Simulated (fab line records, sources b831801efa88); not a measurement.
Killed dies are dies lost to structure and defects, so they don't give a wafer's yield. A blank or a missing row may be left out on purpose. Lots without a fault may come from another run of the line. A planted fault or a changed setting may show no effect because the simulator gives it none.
fab line records | flow sky130
record lots=13 wafers=39 last_day=50
route steps=708 shown PWDE@52 VT_ADJUST_HVTR@135 SONOS_ONO@169
lots that met no fault: from a run of the same line without faults
start_h: hours from the record's first day to the start of the lot's first wafer shown | wait_h: hours since the lot's step before | " the same as in the row above | L1.1+2: a row that stands for several wafers | - no value, or no start given | * or withheld: withheld | < > ~ a bound
route shown NAME@n: a module of which the file shows steps, and the number in the route of the first | usual: mean/standard deviation of fault-free wafers | same: alike in all rows | chamber/n: place in a boat | sites: the reading at each site | _std_site: their standard deviation | _edge_site: outer sites' mean less inner sites' | radius_mm: how far each site lies from the wafer's centre | mask NAME#n: copy n | behind: the tool/chamber that last shaped the wafer | hold: why the lot was held/for how many hours/how that ended | device: the transistor (n, p or np) that didn't switch | end of line: the same wafers' tests at the end of the route | a step without rows: its recipe alone | killed: dies lost to structure and defects at the first sort, not the wafer's yield | map: a wafer's dies, x killed, . not, _ none there
set.NAME: the setting as run; set.NAME@STEP: as run at that earlier step | model.NAME: the simulator's own value behind a step, which no gauge read
steps of the route over a sample of lots; a table a step, a row a wafer
services: from which hour (start_h, from the record's first day; less than 0 if before it) a tool's chamber was out of use, for how many hours, and why
## steps
# step SKY_PWDE_OVL_MEAS_07
# usual PWDE_OVL=0.6/1.3
# columns lot.wafer tool chamber start_h wait_h PWDE_OVL[nm]
L180.1 overlay-01 - 74.61 - 0.0
L180.2 " - " " 1.1
L180.5 " - " " -0.4
L183.1 overlay-01 - 91.01 - 1.6
L183.5 " - " " 2.7
L183.6 " - " " 0.7
L184.1 overlay-02 - 96.09 - 0.3
L184.2 " - " " 2.0
L184.3 " - " " 2.3
L186.3 overlay-02 - 112.12 - -0.1
L186.5 " - " " -0.8
L186.6 " - " " -0.7
L187.1 overlay-01 - 121.56 - 2.0
L187.4 " - " " 2.6
L187.5 " - " " 1.9
L193.3 overlay-02 - 148.67 - 0.8
L193.4 " - " " -0.1
L193.5 " - " " -1.0
L194.4 overlay-01 - 155.33 - -0.5
L194.5 " - " " 0.0
L194.6 " - " " -0.7
L195.1 overlay-01 - 159.66 - 0.1
L195.3 " - " " 0.5
L195.4 " - " " 0.9
L196.1 overlay-02 - 167.81 - 2.7
L196.5 " - " " 1.3
L196.6 " - " " 2.4
L197.2 overlay-02 - 169.26 - 0.3
L197.3 " - " " -0.4
L197.5 " - " " -0.2
L199.2 overlay-01 - 179.97 - -0.4
L199.4 " - " " -0.8
L199.6 " - " " -0.6
L201.2 overlay-01 - 190.74 - 0.6
L201.4 " - " " 1.4
L201.5 " - " " 1.1
L202.1 overlay-02 - 205.06 - 0.8
L202.3 " - " " -0.7
L202.4 " - " " -0.2
# step SKY_VT_ADJUST_HVTR_EXPOSE_04
# recipe mask_id=HVTRM target_cd_nm=380 na=0.6 source_shape=conventional sigma_outer=0.6 dose_mj=150
# usual exposure_dose_mJ_cm2=149.97/0.16
# columns lot.wafer tool chamber start_h wait_h mask exposure_dose_mJ_cm2
L180.1 iline_stepper-02 0 199.44 - HVTRM#0 149.97
L180.2 " 0 " " HVTRM#0 149.84
L180.5 " 0 " " HVTRM#0 149.86
L183.1 iline_stepper-02 0 220.89 - HVTRM#0 150.01
L183.5 " 0 " " HVTRM#0 150.14
L183.6 " 0 " " HVTRM#0 150.37
L184.1 iline_stepper-01 0 226.49 - HVTRM#0 149.85
L184.2 " 0 " " HVTRM#0 149.99
L184.3 " 0 " " HVTRM#0 149.92
L186.3 iline_stepper-01 0 250.88 - HVTRM#0 150.26
L186.5 " 0 " " HVTRM#0 150.21
L186.6 " 0 " " HVTRM#0 150.09
L187.1 iline_stepper-01 0 261.52 - HVTRM#0 149.91
L187.4 " 0 " " HVTRM#0 150.04
L187.5 " 0 " " HVTRM#0 149.98
L193.3 iline_stepper-02 0 298.58 - HVTRM#0 149.87
L193.4 " 0 " " HVTRM#0 149.92
L193.5 " 0 " " HVTRM#0 150.12
L194.4 iline_stepper-02 0 302.64 - HVTRM#0 149.84
L194.5 " 0 " " HVTRM#0 149.82
L194.6 " 0 " " HVTRM#0 149.80
L195.1 iline_stepper-02 0 309.12 - HVTRM#0 150.11
L195.3 " 0 " " HVTRM#0 150.02
L195.4 " 0 " " HVTRM#0 149.81
L196.1 iline_stepper-01 0 319.63 - HVTRM#0 149.80
L196.5 " 0 " " HVTRM#0 150.07
L196.6 " 0 " " HVTRM#0 149.97
L197.2 iline_stepper-02 0 320.25 - HVTRM#0 150.17
L197.3 " 0 " " HVTRM#0 150.23
L197.5 " 0 " " HVTRM#0 150.14
L199.2 iline_stepper-01 0 335.41 - HVTRM#0 149.80
L199.4 " 0 " " HVTRM#0 150.19
L199.6 " 0 " " HVTRM#0 149.92
L201.2 iline_stepper-01 0 351.21 - HVTRM#0 150.12
L201.4 " 0 " " HVTRM#0 150.09
L201.5 " 0 " " HVTRM#0 149.96
L202.1 iline_stepper-01 0 369.17 - HVTRM#0 149.94
L202.3 " 0 " " HVTRM#0 150.11
L202.4 " 0 " " HVTRM#0 150.04
# step SKY_VT_ADJUST_HVTR_OVL_MEAS_08
# usual VT_ADJUST_HVTR_OVL=0.0/1.3
# columns lot.wafer tool chamber start_h wait_h VT_ADJUST_HVTR_OVL[nm]
L180.1 overlay-02 - 210.54 0.1 -1.3
L180.2 " - " " -0.7
L180.5 " - " " -0.3
L183.1 overlay-01 - 232.11 0.1 -0.5
L183.5 " - " " 1.6
L183.6 " - " " 0.0
L184.1 overlay-02 - 238.36 0.1 -1.0
L184.2 " - " " -1.0
L184.3 " - " " -0.2
L186.3 overlay-02 - 262.62 0.1 0.3
L186.5 " - " " 0.0
L186.6 " - " " 1.6
L187.1 overlay-02 - 273.39 0.1 0.3
L187.4 " - " " 1.3
L187.5 " - " " 3.4
L193.3 overlay-01 - 311.60 0.1 111.1
L193.4 " - " " 110.9
L193.5 " - " " 111.4
L194.4 overlay-01 - 315.67 0.1 113.4
L194.5 " - " " 112.1
L194.6 " - " " 114.0
L195.1 overlay-02 - 323.08 0.1 112.1
L195.3 " - " " 111.9
L195.4 " - " " 112.9
L196.1 overlay-02 - 332.43 0.1 0.7
L196.5 " - " " -0.7
L196.6 " - " " -0.7
L197.2 overlay-02 - 332.70 0.1 112.7
L197.3 " - " " 111.9
L197.5 " - " " 113.0
L199.2 overlay-02 - 349.40 0.1 0.3
L199.4 " - " " -0.2
L199.6 " - " " -1.4
L201.2 overlay-02 - 364.95 0.1 -1.4
L201.4 " - " " 0.8
L201.5 " - " " -1.2
L202.1 overlay-02 - 383.04 0.1 -1.8
L202.3 " - " " -0.6
L202.4 " - " " -1.2
# step SKY_SONOS_ONO_THK_MEAS_01
# recipe reads=SiO2_of_SONOS_ONO_OXIDATION_00
# usual SONOS_ONO_OXIDATION_THK=2.58/0.06
# columns lot.wafer tool chamber start_h wait_h SONOS_ONO_OXIDATION_THK[nm]
L180.1 film_metro-04 - 259.64 0.0 2.63
L180.2 " - " " 2.54
L180.5 " - " " 2.55
L183.1 film_metro-04 - 281.68 0.0 2.57
L183.5 " - " " 2.58
L183.6 " - " " 2.49
L184.1 film_metro-04 - 290.25 0.0 2.57
L184.2 " - " " 2.69
L184.3 " - " " 2.65
L186.3 film_metro-04 - 315.46 0.0 2.57
L186.5 " - " " 2.64
L186.6 " - " " 2.60
L187.1 film_metro-04 - 328.71 0.0 2.62
L187.4 " - " " 2.61
L187.5 " - " " 2.53
L193.3 film_metro-02 - 368.81 0.0 2.59
L193.4 " - " " 2.61
L193.5 " - " " 2.67
L194.4 film_metro-03 - 373.59 0.0 2.52
L194.5 " - " " 2.56
L194.6 " - " " 2.58
L195.1 film_metro-03 - 380.85 0.0 2.41
L195.3 " - " " 2.50
L195.4 " - " " 2.45
L196.1 film_metro-04 - 390.55 0.0 2.50
L196.5 " - " " 2.50
L196.6 " - " " 2.56
L197.2 film_metro-04 - 391.90 0.0 2.61
L197.3 " - " " 2.55
L197.5 " - " " 2.47
L199.2 film_metro-04 - 412.36 0.0 2.67
L199.4 " - " " 2.69
L199.6 " - " " 2.65
L201.2 film_metro-02 - 428.40 0.0 2.65
L201.4 " - " " 2.65
L201.5 " - " " 2.70
L202.1 film_metro-03 - 444.81 0.0 2.58
L202.3 " - " " 2.47
L202.4 " - " " 2.56
# step SKY_SONOS_ONO_CD_MEAS_13
# recipe target_cd_nm=410
# usual cd_nm=410.8/2.3
# columns lot.wafer tool chamber start_h wait_h cd_nm
L180.1 cd_sem-01 - 286.16 0.1 409.4
L180.2 " - " " 409.9
L180.5 " - " " 408.6
L183.1 cd_sem-02 - 309.76 0.1 411.7
L183.5 " - " " 410.1
L183.6 " - " " 413.4
L184.1 cd_sem-01 - 318.36 0.1 409.4
L184.2 " - " " 410.8
L184.3 " - " " 408.9
L186.3 cd_sem-02 - 344.65 0.1 411.2
L186.5 " - " " 412.4
L186.6 " - " " 413.1
L187.1 cd_sem-01 - 363.54 0.1 408.1
L187.4 " - " " 409.6
L187.5 " - " " 408.7
L193.3 cd_sem-02 - 400.33 0.1 407.8
L193.4 " - " " 408.4
L193.5 " - " " 406.1
L194.4 cd_sem-02 - 406.07 0.1 415.2
L194.5 " - " " 416.6
L194.6 " - " " 415.1
L195.1 cd_sem-02 - 411.71 0.1 411.0
L195.3 " - " " 409.2
L195.4 " - " " 412.0
L196.1 cd_sem-02 - 421.64 0.1 408.7
L196.5 " - " " 407.8
L196.6 " - " " 409.6
L197.2 cd_sem-01 - 423.83 0.1 413.9
L197.3 " - " " 411.6
L197.5 " - " " 412.3
L199.2 cd_sem-02 - 444.63 0.1 409.3
L199.4 " - " " 411.1
L199.6 " - " " 410.9
L201.2 cd_sem-01 - 460.03 0.1 411.8
L201.4 " - " " 412.5
L201.5 " - " " 411.4
L202.1 cd_sem-02 - 490.76 0.1 407.1
L202.3 " - " " 406.8
L202.4 " - " " 406.9
## services
# columns tool chamber start_h hours kind
iline_stepper-02 - 204.29 2.1 pm
iline_stepper-02 - 206.37 - consumable_replace:lamp
iline_stepper-01 - 237.62 8.9 pm
iline_stepper-01 - 314.75 1.7 pm
iline_stepper-02 - 357.99 1.7 pm
## key
first_sign step=SKY_VT_ADJUST_HVTR_OVL_MEAS_08 reading=VT_ADJUST_HVTR_OVL direction=up sigmas=89 usual=0.0 struck=112.3
effect none on later readings
met_at SKY_VT_ADJUST_HVTR_EXPOSE_04
struck_lots L193,L194,L195,L197
tester_left_out L193,L194,L195,L197
not_acting_at SKY_PWDE_OVL_MEAS_07,SKY_SONOS_ONO_THK_MEAS_01,SKY_SONOS_ONO_CD_MEAS_13
onset_between 220.89 298.58
fault kind=scanner_matching_overlay tool=iline_stepper-02 chamber=- onset_h=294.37 steps=SKY_VT_ADJUST_HVTR_EXPOSE_04 offset=112.2
# tester_left_out: of these lots the tester's yield and bins aren't shown, on N5 and GAA mostly nor the transistor test; their killed dies are dies lost to structure and defects alone, not to doping, threshold or leakage, so they don't give the yield
